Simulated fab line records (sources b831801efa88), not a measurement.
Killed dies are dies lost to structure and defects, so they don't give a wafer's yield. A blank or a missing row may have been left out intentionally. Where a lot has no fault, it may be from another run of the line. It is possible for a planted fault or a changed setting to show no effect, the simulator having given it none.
Split-lot study ; flow gf180mcu ; 23 wafers read across 5 lots, on a route 602 steps long

== THE SPLIT ==
At GF_DNWELL_COAT_02 (resist thk 3000 nm), the setting spin_rpm was moved away from the recipe's 2000 rpm on 7 of the 23 wafers read, by -3.7% to +3.5%. This setting was run at the recipe's value on the other wafers.

The reading comes from the split's own step.

== THE READING ==
coat_of_DNWELL_COAT_02.thk_nm (the simulator's own value, which no gauge read), in nm, at GF_DNWELL_COAT_02 (resist thk 3000 nm). The file does not state a usual value for it. The 16 wafers here that ran the recipe average 2997 nm, standard deviation 9.2 nm.

wafer;tool, chamber at the split;spin_rpm as run, rpm;against the recipe;coat_of_DNWELL_COAT_02.thk_nm, nm;against lot-mates on the recipe
L074.1;litho_track-03, 0;2000;recipe;3009;-
L074.2;litho_track-03, 0;2000;recipe;2995;-
L074.4;litho_track-03, 0;2070;+3.5%;2947;-54
L074.5;litho_track-03, 0;2000;recipe;2999;-
L074.6;litho_track-03, 0;2070;+3.5%;2951;-50
L075.1;litho_track-01, 0;2000;recipe;2999;-
L075.5;litho_track-01, 0;2000;recipe;3011;-
L075.6;litho_track-01, 0;2000;recipe;3016;-
L078.1;litho_track-01, 0;2000;recipe;2985;-
L078.3;litho_track-01, 0;2000;recipe;2988;-
L078.4;litho_track-01, 0;2000;recipe;2987;-
L078.5;litho_track-01, 0;2000;recipe;2986;-
L078.6;litho_track-01, 0;2000;recipe;2984;-
L079.1;litho_track-04, 0;1932;-3.4%;3049;+50
L079.3;litho_track-04, 0;2000;recipe;3002;-
L079.4;litho_track-04, 0;1932;-3.4%;3040;+40
L079.5;litho_track-04, 0;1932;-3.4%;3055;+56
L079.6;litho_track-04, 0;2000;recipe;2997;-
L085.1;litho_track-04, 0;2000;recipe;2999;-
L085.3;litho_track-04, 0;2000;recipe;2999;-
L085.4;litho_track-04, 0;2000;recipe;2996;-
L085.5;litho_track-04, 0;1925;-3.7%;3058;+60
L085.6;litho_track-04, 0;1925;-3.7%;3050;+52

FIT RESULTS
A straight line over all 23 wafers: coat_of_DNWELL_COAT_02.thk_nm changes by -14.6 nm for each +1% of spin_rpm; r = -0.96; the points scatter about the line by 8.6 nm.
The same after taking each lot's own level away (the mean of its wafers on the recipe; 23 wafers): -14.7 nm for each +1%; r = -0.99; scatter 4.6 nm.
That fit puts the effect of the largest move of spin_rpm on the reading at 55 nm.
From 2986.0 to 3008.7 nm: that is the span of the lots' own levels, equal to 2.5 times the standard deviation above.
Hence the lot-to-lot level has little effect on the slope; both slopes agree.
Check: with one of the wafers moved furthest among these (-3.7%) left out of the fit, the line predicts +53.8 nm for it against its lot-mates. It came out at +60 nm against them.

== THE OTHER SPLITS THESE WAFERS WENT THROUGH ==
Before the reading, these wafers also passed through other splits. Each is held against what the fit with the lots' levels taken away leaves over:
other split on the same wafers;wafers away from the commonest value;r with coat_of_DNWELL_COAT_02.thk_nm (lot level and that fit taken away)
GF_STI_COAT_07 resist_thk_nm;10;+0.01
GF_STI_WET_ETCH_17 temp_c;15;-0.06

== THE WHOLE CHAIN: every reading that the file lists as answering this split, in the file's order ==
step;what it does;reading;change (the file's fit);r (the file's)
GF_DNWELL_COAT_02;resist thk 3000 nm;coat_of_DNWELL_COAT_02.thk_nm (the simulator's own value, which no gauge read);-14.7 nm for each +1% of the setting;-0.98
GF_DNWELL_STRIP_08;strips in O2/N2;strip_time_to_endpoint_s;withheld for each +1% of the setting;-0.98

== THE FILE'S OWN FIT ==
coat_of_DNWELL_COAT_02.thk_nm changes by -14.7 nm for each +1% of spin_rpm, r = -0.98.
